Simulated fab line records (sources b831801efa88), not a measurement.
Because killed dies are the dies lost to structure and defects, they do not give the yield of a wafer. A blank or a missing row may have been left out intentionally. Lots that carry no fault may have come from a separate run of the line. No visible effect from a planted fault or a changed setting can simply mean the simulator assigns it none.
The same fault as seen by 2 desks + flow sky130 + every desk sees just its own numbers, and what lay behind them comes last

## FROM THE METROLOGY DESK
Lot by lot, what the gauges showed, no matter which tool ran the lot: averages of those sampled wafers that carry a number. The brackets show how far a lot's mean lies from the usual mean; more than 4 standard deviations puts the lot out of limits, marked OUT.
Columns: A = PASSIVATION_CVD_00_THK at SKY_PASSIVATION_THK_MEAS_01, usual 89.7 nm
| lot  | first seen here | A    |
|------|-----------------|------|
| L779 | day 44 06:39    | 90.3 |
| L780 | day 44 08:53    | 92.4 |
| L783 | day 45 05:11    | 90.4 |
| L782 | day 45 06:11    | 89.6 |
| L784 | day 45 13:38    | 88.4 |
| L786 | day 45 20:19    | 91.8 |
| L788 | day 46 07:13    | 88.9 |
| L794 | day 47 06:16    | 89.4 |
| L797 | day 48 13:47    | 89.9 |
| L798 | day 48 16:45    | 90.2 |
| L799 | day 48 17:16    | 89.8 |
| L800 | day 49 03:23    | 90.3 |
| L802 | day 49 05:35    | 88.3 |
Finding of this desk: none of the 13 lots has anything out of limits.

## AT THE TOOL OWNER'S DESK: plasma_asher-04
The tool's own readings at SKY_NWELL_STRIP_25 (strips in O2/N2): means of the sampled wafers that have a number, for each lot that ran on this tool. The brackets show how far a lot's mean lies from the usual mean; more than 4 standard deviations puts the lot out of limits, marked OUT.
Columns: A = drypump_motor_current_A at SKY_NWELL_STRIP_25, usual 5.8 A; B = oes_product_au at SKY_NWELL_STRIP_25, usual 0.723 a.u.; C = strip_time_to_endpoint_s at SKY_NWELL_STRIP_25, usual 36.91 s
| lot  | first seen here | A   | B     | C     |
|------|-----------------|-----|-------|-------|
| L782 | day 6 09:50     | 6.5 | 0.723 | 36.89 |
| L783 | day 6 14:22     | 6.2 | 0.721 | 36.97 |
| L784 | day 6 22:29     | 6.3 | 0.723 | 36.75 |
| L788 | day 7 12:19     | 6.2 | 0.721 | 36.94 |
| L798 | day 10 06:03    | 6.2 | 0.722 | 36.84 |
| L799 | day 10 11:17    | 6.2 | 0.725 | 36.88 |
| L802 | day 11 05:26    | 6.3 | 0.721 | 37.08 |
Finding of this desk: none of the 7 lots has anything out of limits.

## BROUGHT TOGETHER
The metrology desk saw nothing out of limits.
Nothing out of limits was seen by the tool owner's desk.

## WHAT WAS PUT IN BY THE SIMULATOR
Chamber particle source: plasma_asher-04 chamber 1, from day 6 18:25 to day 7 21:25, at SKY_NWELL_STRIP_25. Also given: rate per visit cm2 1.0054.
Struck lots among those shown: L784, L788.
